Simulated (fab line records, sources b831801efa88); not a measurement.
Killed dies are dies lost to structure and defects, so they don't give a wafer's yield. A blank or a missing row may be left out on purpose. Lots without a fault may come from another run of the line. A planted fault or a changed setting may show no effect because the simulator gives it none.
Split-lot experiment | flow sfq_line | 5 lots, 23 wafers read, on a route of 325 steps

THE SPLIT
At SFQ_TRILAYER_R5_LITHO_COAT_141 (resist thk 62 nm), the setting resist_thk_nm was moved away from the recipe's 62 nm on 8 of the 23 wafers read, by -1.9% to +5.7%. The other wafers ran this setting at the recipe's value.

The reading is taken at the split's own step.

THE READING
BARC_of_TRILAYER_R5_LITHO_COAT_141.thk_nm (the simulator's own value, which no gauge read), in nm, at SFQ_TRILAYER_R5_LITHO_COAT_141 (resist thk 62 nm). The file gives no usual value for it. The 15 wafers here that ran the recipe average 61.98 nm, standard deviation 0.11 nm.

wafer  | tool, chamber at the split | resist_thk_nm as run, nm | against the recipe | BARC_of_TRILAYER_R5_LITHO_COAT_141.thk_nm, nm | against lot-mates on the recipe
L074.2 | litho_track-03, 0          | 62                       | recipe             | 62.03                                         | -
L074.4 | litho_track-03, 0          | 62                       | recipe             | 62.16                                         | -
L074.6 | litho_track-03, 0          | 62                       | recipe             | 61.9                                          | -
L075.1 | litho_track-03, 0          | 62                       | recipe             | 62.23                                         | -
L075.2 | litho_track-03, 0          | 63.19                    | +1.9%              | 63.37                                         | +1.28
L075.4 | litho_track-03, 0          | 63.19                    | +1.9%              | 63.35                                         | +1.26
L075.5 | litho_track-03, 0          | 62                       | recipe             | 62.05                                         | -
L075.6 | litho_track-03, 0          | 62                       | recipe             | 61.98                                         | -
L078.1 | litho_track-02, 0          | 65.55                    | +5.7%              | 65.54                                         | +3.62
L078.3 | litho_track-02, 0          | 62                       | recipe             | 61.96                                         | -
L078.6 | litho_track-02, 0          | 62                       | recipe             | 61.96                                         | -
L078.4 | litho_track-02, 0          | 65.55                    | +5.7%              | 65.49                                         | +3.57
L078.5 | litho_track-02, 0          | 62                       | recipe             | 61.85                                         | -
L083.1 | litho_track-01, 0          | 62                       | recipe             | 62.01                                         | -
L083.2 | litho_track-01, 0          | 62                       | recipe             | 62.06                                         | -
L083.4 | litho_track-01, 0          | 62                       | recipe             | 61.98                                         | -
L083.5 | litho_track-01, 0          | 63.72                    | +2.8%              | 63.55                                         | +1.53
L083.6 | litho_track-01, 0          | 63.72                    | +2.8%              | 64.04                                         | +2.02
L085.1 | litho_track-03, 0          | 62                       | recipe             | 61.82                                         | -
L085.2 | litho_track-03, 0          | 62                       | recipe             | 61.82                                         | -
L085.3 | litho_track-03, 0          | 60.82                    | -1.9%              | 60.67                                         | -1.18
L085.4 | litho_track-03, 0          | 62                       | recipe             | 61.91                                         | -
L085.6 | litho_track-03, 0          | 60.82                    | -1.9%              | 60.7                                          | -1.15

THE FIT
A straight line over all 23 wafers: BARC_of_TRILAYER_R5_LITHO_COAT_141.thk_nm changes by +0.635 nm for each +1% of resist_thk_nm; r = +0.99; the points scatter about the line by 0.14 nm.
The same after taking each lot's own level away (the mean of its wafers on the recipe; 23 wafers): +0.629 nm for each +1%; r = +1.00; scatter 0.1 nm.
On that fit, the largest move of resist_thk_nm shifts the reading by 3.6 nm.
The lots' own levels span 61.850 to 62.087 nm, that is 2.1 times the standard deviation above.
So the lot-to-lot level changes the slope little: the two slopes agree.
Check: with one of the wafers moved furthest among these (+5.7%) left out of the fit, the line predicts +3.61 nm for it against its lot-mates. It came out at +3.62 nm against them.

OTHER SPLITS ON THESE WAFERS
These wafers also went through other splits before the reading. Each is held against what the fit with the lots' levels taken away leaves over:
other split on the same wafers                  | wafers away from the commonest value | r with BARC_of_TRILAYER_R5_LITHO_COAT_141.thk_nm (lot level and that fit taken away)
SFQ_TRILAYER_I3_VIA_ETCH_VIA_ETCH_088 source_w  | 2                                    | +0.08
SFQ_TRILAYER_M4_DEP_SPUTTER_091 power_w         | 10                                   | +0.30
SFQ_TRILAYER_M4_LITHO_PEB_096 peb_time_s        | 8                                    | +0.00
SFQ_TRILAYER_I4_VIA_LITHO_COAT_103 spin_rpm     | 6                                    | +0.12
SFQ_TRILAYER_I4_VIA_ETCH_VIA_ETCH_106 bias_w    | 6                                    | +0.25
SFQ_TRILAYER_JJ_CE_LITHO_COAT_114 resist_thk_nm | 7                                    | -0.22
SFQ_TRILAYER_JJ_CE_ETCH_RIE_118 icp_w           | 5                                    | -0.01
SFQ_TRILAYER_M5_LITHO_COAT_123 spin_rpm         | 9                                    | -0.21
SFQ_TRILAYER_M5_LITHO_EXPOSE_124 dose_mj        | 7                                    | +0.02

THE FILE'S OWN FIT
BARC_of_TRILAYER_R5_LITHO_COAT_141.thk_nm changes by +0.632 nm for each +1% of resist_thk_nm, r = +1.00.
